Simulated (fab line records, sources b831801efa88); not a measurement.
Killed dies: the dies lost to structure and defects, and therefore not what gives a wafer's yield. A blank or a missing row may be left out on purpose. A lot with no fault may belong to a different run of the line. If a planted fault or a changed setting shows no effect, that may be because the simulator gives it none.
8D (eight disciplines) problem report, filled in by code ; flow gf180mcu ; the parts of the form that need people (team, actions taken, sign-off) are left out

== 1. WHAT WENT WRONG ==
chamberPressurePa at GF_V5_SPUTTER_21 reads a mean of 4.562 Pa on 6 wafers of 2 lots; wafers without a fault read 5.000 Pa with a standard deviation of 0.0092. That puts it -48 standard deviations away from the usual mean.
The step: material Ti, target thk 15 nm, time 80.02 s.
Seen first at day 29 18:53 on pvdSputter-01, wafer L636.4. The record has a number at this step for 18 wafers belonging to 6 lots. The rule behind "out" and "out of limits": a value lying over 4 standard deviations away from the usual mean. The other wafers with a number count as sound.

== 2. WHAT IT IS, WHAT IT ISN'T ==
question;is;is not
which readings at this step;chamberPressurePa;-
which lots;L636, L638;L629, L631, L640, L648
which wafers of those lots;all that have a number;-
read on which tools;pvdSputter-01;pvdSputter-03
when;from day 29 18:53;"up to then (6 sound wafers); but 6 sound wafers of L640, L648 came after"

== 3. THE SUSPECTS, EACH WITH WHAT RULES IT OUT ==
Counting: a tool at a process step up to the reading stays a suspect if it ran every lot that is out and no sound lot after the first of them.
- pvdSputter-01 at GF_V5_SPUTTER_21 (material Ti, target thk 15 nm, time 80.02 s): kept. It ran every lot that is out, first L636 (day 29 18:53), and no sound lot after that; its last sound lot up to then is L631 (day 28 04:05). Out on those wafers are its own readings of chamberPressurePa.
Left after counting: pvdSputter-01 at GF_V5_SPUTTER_21.

== 4. THE CAUSE (what the simulator had put in) ==
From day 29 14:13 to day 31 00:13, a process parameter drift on pvdSputter-01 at GF_V5_SPUTTER_21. From 5, the setting chamberPressurePa moved by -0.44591. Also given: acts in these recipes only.
Only this tool survived the counting.

== 5. SEQUENCE OF EFFECTS, ordered by route ==
One row per reading whose mean, taken over the struck wafers that have a number, lies over 3 standard deviations from the usual. Only readings for which the record gives a usual standard deviation are gone through. hours: the time from each lot's start at the first step in this table that gives one to its start at this step, as a median over the lots. sigmas: the change in usual standard deviations.
hours;step;reading;usual;on struck wafers;change;sigmas
0;GF_V5_SPUTTER_21;chamberPressurePa;5.000 Pa;4.562;-0.438;-48
Here are the process steps it includes:
- GF_V5_SPUTTER_21: material Ti, target thk 15 nm, time 80.02 s.

== 6. HOW IT WOULD HAVE BEEN CAUGHT EARLIER ==
In this record the first reading out of limits was taken at day 29 18:53, 5 hours after the fault began at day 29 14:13.
